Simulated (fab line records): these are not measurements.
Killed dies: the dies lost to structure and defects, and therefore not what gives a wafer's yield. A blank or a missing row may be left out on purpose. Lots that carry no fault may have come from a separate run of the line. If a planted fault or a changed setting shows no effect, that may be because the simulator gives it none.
Which tool did it? | flow sfq-line | 45 wafers from 15 lots sampled at 5 of the route's 325 steps

## WHAT THE GAUGES SHOWED, per wafer
SFQ_M7_RS_MEAS_943: measures by four-point-probe. Usual: M7_NB_RS typically reads 0.925 ohm/sq, with standard deviation 0.0069.
lot  | measured     | on            | M7_NB_RS (ohm/sq) | flag
L133 | day 78 05:13 | film-metro-03 | 0.929 0.926 0.927 |
L134 | day 78 07:26 | film-metro-01 | 0.919 0.929 0.931 |
L135 | day 78 09:23 | film-metro-04 | 0.928 0.925 0.926 |
L136 | day 78 12:09 | film-metro-03 | 0.935 0.937 0.938 |
L138 | day 79 00:12 | film-metro-03 | 0.915 0.931 0.928 |
L141 | day 79 13:43 | film-metro-04 | 0.928 0.919 0.919 |
L143 | day 80 04:42 | film-metro-04 | 0.920 0.927 0.919 |
L144 | day 80 16:23 | film-metro-01 | 0.916 0.929 0.931 |
L147 | day 82 18:10 | film-metro-01 | - - -             | OFF
L148 | day 82 19:23 | film-metro-03 | - - -             | OFF
L149 | day 82 23:36 | film-metro-03 | - - -             | OFF
L153 | day 89 03:20 | film-metro-01 | 0.939 0.937 0.933 |
L154 | day 90 08:13 | film-metro-03 | 0.922 0.926 0.927 |
L155 | day 90 09:23 | film-metro-01 | 0.939 0.938 0.939 |
L156 | day 90 11:47 | film-metro-03 | 0.931 0.932 0.937 |

## WHICH TOOL RAN EACH LOT (tool, then ch and the chambers of the sampled wafers, then the start)
lot  | SFQ_TRILAYER_M3_ETCH_METAL_ETCH_078 | SFQ_TRILAYER_I3_VIA_STRIP_STRIP_089 | SFQ_TRILAYER_M5_STRIP_STRIP_127   | SFQ_TRILAYER_M7_DEP_SPUTTER_175
L133 | rie-metal-03 ch 0,1, day 46 13:42   | rie-metal-01 ch 0,1, day 46 22:26   | rie-metal-01 ch 0,1, day 70 06:17 | pvd-sputter-06, day 78 05:08
L134 | rie-metal-01 ch 0,1, day 46 14:54   | rie-metal-02 ch 0,1, day 48 03:20   | rie-metal-01 ch 0,1, day 70 17:12 | pvd-sputter-06, day 78 07:21
L135 | rie-metal-04 ch 0,1, day 46 22:06   | rie-metal-01 ch 0,1, day 48 04:32   | rie-metal-02 ch 0,1, day 70 19:41 | pvd-sputter-04, day 78 09:17
L136 | rie-metal-04 ch 1, day 47 15:09     | rie-metal-03 ch 0, day 48 06:56     | rie-metal-03 ch 1, day 70 23:12   | pvd-sputter-06, day 78 12:02
L138 | rie-metal-04 ch 0,1, day 49 00:11   | rie-metal-03 ch 0,1, day 49 10:59   | rie-metal-01 ch 0,1, day 71 13:36 | pvd-sputter-06, day 79 00:07
L141 | rie-metal-01 ch 0,1, day 50 17:17   | rie-metal-01 ch 0,1, day 57 02:14   | rie-metal-02 ch 0,1, day 73 10:20 | pvd-sputter-04, day 79 13:35
L143 | rie-metal-03 ch 0,1, day 51 05:17   | rie-metal-01 ch 0,1, day 57 14:14   | rie-metal-01 ch 0,1, day 74 03:08 | pvd-sputter-04, day 80 04:34
L144 | rie-metal-04 ch 0,1, day 51 17:17   | rie-metal-02 ch 0,1, day 58 01:02   | rie-metal-02 ch 0,1, day 74 11:32 | pvd-sputter-06, day 80 16:14
L147 | rie-metal-04 ch 0,1, day 53 07:53   | rie-metal-01 ch 0, day 59 20:10     | rie-metal-02 ch 0,1, day 76 14:40 | pvd-sputter-06, day 82 18:04
L148 | rie-metal-03 ch 0,1, day 53 12:41   | rie-metal-01 ch 0,1, day 60 02:10   | rie-metal-02 ch 0,1, day 76 17:04 | pvd-sputter-04, day 82 19:16
L149 | rie-metal-04 ch 0,1, day 54 01:44   | rie-metal-03 ch 0,1, day 60 09:34   | rie-metal-02 ch 0,1, day 76 19:40 | pvd-sputter-05, day 82 23:28
L153 | rie-metal-01 ch 0,1, day 54 12:46   | rie-metal-01 ch 0,1, day 61 01:10   | rie-metal-01 ch 0,1, day 77 05:16 | pvd-sputter-05, day 89 03:13
L154 | rie-metal-03 ch 0,1, day 55 00:45   | rie-metal-03 ch 0,1, day 61 05:46   | rie-metal-02 ch 0,1, day 77 08:40 | pvd-sputter-05, day 90 08:06
L155 | rie-metal-01 ch 0,1, day 55 12:56   | rie-metal-01 ch 0,1, day 61 18:32   | rie-metal-03 ch 0,1, day 77 09:52 | pvd-sputter-04, day 90 09:18
L156 | rie-metal-03 ch 1, day 55 18:32     | rie-metal-01 ch 1, day 61 23:20     | rie-metal-02 ch 1, day 77 11:04   | pvd-sputter-06, day 90 11:42
- SFQ_TRILAYER_M3_ETCH_METAL_ETCH_078: etches Nb in Cl2/Ar, stops on SiO2, target depth 240 nm, time 120 s.
- SFQ_TRILAYER_I3_VIA_STRIP_STRIP_089: strips in O2.
- SFQ_TRILAYER_M5_STRIP_STRIP_127: strips in O2.
- SFQ_TRILAYER_M7_DEP_SPUTTER_175: material Nb, target thk 200 nm, time 127.5 s.

## WHAT THE TOOLS THEMSELVES READ (means of the sampled wafers that have a number; where no wafer has one, the mark that the record gives instead)
SFQ_TRILAYER_M3_ETCH_METAL_ETCH_078. Usual: chamber-pressure-mTorr 9.999 mTorr, standard deviation 0.0094; drypump-motor-current-A 5.6 A, standard deviation 0.44; oes-product-au 0.905 a.u., standard deviation 0.0065.
lot  | tool         | chamber-pressure-mTorr (mTorr) | drypump-motor-current-A (A) | oes-product-au (a.u.) | flag
L133 | rie-metal-03 | 9.995                          | 5.1                         | 0.906                 |
L134 | rie-metal-01 | 9.997                          | 5.6                         | 0.906                 |
L135 | rie-metal-04 | 9.997                          | 6.0                         | 0.904                 |
L136 | rie-metal-04 | 9.994                          | 6.2                         | 0.900                 |
L138 | rie-metal-04 | 10.000                         | 6.0                         | 0.902                 |
L141 | rie-metal-01 | 9.997                          | 5.7                         | 0.897                 |
L143 | rie-metal-03 | 10.000                         | 5.3                         | 0.907                 |
L144 | rie-metal-04 | 9.992                          | 5.7                         | 0.909                 |
L147 | rie-metal-04 | 9.996                          | 6.0                         | 0.895                 |
L148 | rie-metal-03 | 9.996                          | 5.1                         | 0.909                 |
L149 | rie-metal-04 | 9.999                          | 5.7                         | 0.903                 |
L153 | rie-metal-01 | 9.997                          | 5.6                         | 0.904                 |
L154 | rie-metal-03 | 10.006                         | 5.3                         | 0.904                 |
L155 | rie-metal-01 | 10.004                         | 5.6                         | 0.906                 |
L156 | rie-metal-03 | 9.996                          | 4.9                         | 0.904                 |

SFQ_TRILAYER_I3_VIA_STRIP_STRIP_089. Usual: chamber-pressure-mTorr 50.00 mTorr, standard deviation 0.044; drypump-motor-current-A 5.6 A, standard deviation 0.42; oes-product-au 0.999 a.u., standard deviation 0.0079.
lot  | tool         | chamber-pressure-mTorr (mTorr) | drypump-motor-current-A (A) | oes-product-au (a.u.) | flag
L133 | rie-metal-01 | 50.02                          | 5.7                         | 0.993                 |
L134 | rie-metal-02 | 50.03                          | 6.1                         | 1.007                 |
L135 | rie-metal-01 | 49.95                          | 5.6                         | 0.987                 |
L136 | rie-metal-03 | 50.00                          | 5.6                         | 1.004                 |
L138 | rie-metal-03 | 49.94                          | 5.1                         | 0.993                 |
L141 | rie-metal-01 | 49.99                          | 5.6                         | 1.003                 |
L143 | rie-metal-01 | 50.00                          | 5.6                         | 1.005                 |
L144 | rie-metal-02 | 49.99                          | 6.2                         | 1.003                 |
L147 | rie-metal-01 | 49.96                          | 5.9                         | 1.007                 |
L148 | rie-metal-01 | 50.04                          | 5.7                         | 0.997                 |
L149 | rie-metal-03 | 50.04                          | 5.3                         | 1.008                 |
L153 | rie-metal-01 | 50.00                          | 5.5                         | 0.992                 |
L154 | rie-metal-03 | 50.00                          | 5.4                         | 1.006                 |
L155 | rie-metal-01 | 49.98                          | 5.7                         | 0.996                 |
L156 | rie-metal-01 | 50.03                          | 5.4                         | 0.995                 |

SFQ_TRILAYER_M5_STRIP_STRIP_127. Usual: chamber-pressure-mTorr 50.00 mTorr, standard deviation 0.045; drypump-motor-current-A 5.7 A, standard deviation 0.46; oes-product-au 0.999 a.u., standard deviation 0.0073.
lot  | tool         | chamber-pressure-mTorr (mTorr) | drypump-motor-current-A (A) | oes-product-au (a.u.) | flag
L133 | rie-metal-01 | 49.99                          | 5.5                         | 0.992                 |
L134 | rie-metal-01 | 50.04                          | 5.7                         | 0.997                 |
L135 | rie-metal-02 | 50.02                          | 6.2                         | 1.005                 |
L136 | rie-metal-03 | 49.99                          | 4.8                         | 0.993                 |
L138 | rie-metal-01 | 50.04                          | 5.7                         | 1.006                 |
L141 | rie-metal-02 | 49.94                          | 6.1                         | 1.002                 |
L143 | rie-metal-01 | 49.97                          | 5.7                         | 0.995                 |
L144 | rie-metal-02 | 49.98                          | 6.2                         | 1.007                 |
L147 | rie-metal-02 | 49.94                          | 6.2                         | 1.004                 |
L148 | rie-metal-02 | 49.97                          | 6.1                         | 1.000                 |
L149 | rie-metal-02 | 49.94                          | 6.2                         | 1.002                 |
L153 | rie-metal-01 | 50.03                          | 5.6                         | 1.000                 |
L154 | rie-metal-02 | 50.02                          | 6.1                         | 1.014                 |
L155 | rie-metal-03 | 50.01                          | 5.3                         | 0.995                 |
L156 | rie-metal-02 | 50.06                          | 6.3                         | 1.005                 |

SFQ_TRILAYER_M7_DEP_SPUTTER_175. Usual: base-pressure-pa 1.32e-06 Pa, standard deviation 8.7e-08; cathode-dc-power-W 2000.0 W, standard deviation 0.41; substrate-temp-c 19.99 C, standard deviation 0.1; throttle-valve-pct 29.6 %, standard deviation 1.1.
lot  | tool           | base-pressure-pa (Pa) | cathode-dc-power-W (W) | substrate-temp-c (C) | throttle-valve-pct (%) | flag
L133 | pvd-sputter-06 | 1.39e-06              | 2000.4                 | 20.05                | 29.6                   |
L134 | pvd-sputter-06 | 1.30e-06              | 2000.0                 | 19.99                | 28.3                   |
L135 | pvd-sputter-04 | 1.34e-06              | 2000.0                 | 19.98                | 29.3                   |
L136 | pvd-sputter-06 | 1.37e-06              | 1999.9                 | 19.85                | 28.4                   |
L138 | pvd-sputter-06 | 1.31e-06              | 2000.3                 | 19.91                | 29.2                   |
L141 | pvd-sputter-04 | 1.41e-06              | 1999.5                 | 19.97                | 29.3                   |
L143 | pvd-sputter-04 | 1.30e-06              | 1999.8                 | 20.03                | 29.2                   |
L144 | pvd-sputter-06 | 1.27e-06              | 2000.1                 | 19.93                | 29.6                   |
L147 | pvd-sputter-06 | -                     | -                      | -                    | -                      | OFF
L148 | pvd-sputter-04 | -                     | -                      | -                    | -                      | OFF
L149 | pvd-sputter-05 | -                     | -                      | -                    | -                      | OFF
L153 | pvd-sputter-05 | 1.32e-06              | 1999.8                 | 19.91                | 30.5                   |
L154 | pvd-sputter-05 | 1.31e-06              | 2000.2                 | 20.11                | 30.5                   |
L155 | pvd-sputter-04 | 1.33e-06              | 1999.8                 | 19.99                | 29.4                   |
L156 | pvd-sputter-06 | 1.24e-06              | 2000.0                 | 20.00                | 28.7                   |

## THE ANSWER, worked out from the rows above alone
Rule: a lot counts as off when the mean over its wafers that have a number is more than 3 standard deviations away from the usual mean. Also off: a lot with no number at a reading for which 4 or more lots have one. Any other lot the step has rows for is counted as sound. The gauges are gone through in route order, then the tools' own readings, and for those a lot's mean is taken as printed above. At the first step where some lot is off, the reading lying furthest off is the one used; lots without a number count as furthest.
Off: L147, L148, L149, at SFQ_M7_RS_MEAS_943 (M7_NB_RS). Without a number there: L147, L148, L149.
A tool fits if, at a process step before that reading, it ran every lot that is off, and no sound lot after the first of them. Not tried: the gauges at SFQ_M7_RS_MEAS_943; whatever is off there is also off at SFQ_TRILAYER_M7_DEP_SPUTTER_175, on other tools, and gauge error can't account for it. No candidate that was tried fits.

## WHAT THE SIMULATOR PUT IN
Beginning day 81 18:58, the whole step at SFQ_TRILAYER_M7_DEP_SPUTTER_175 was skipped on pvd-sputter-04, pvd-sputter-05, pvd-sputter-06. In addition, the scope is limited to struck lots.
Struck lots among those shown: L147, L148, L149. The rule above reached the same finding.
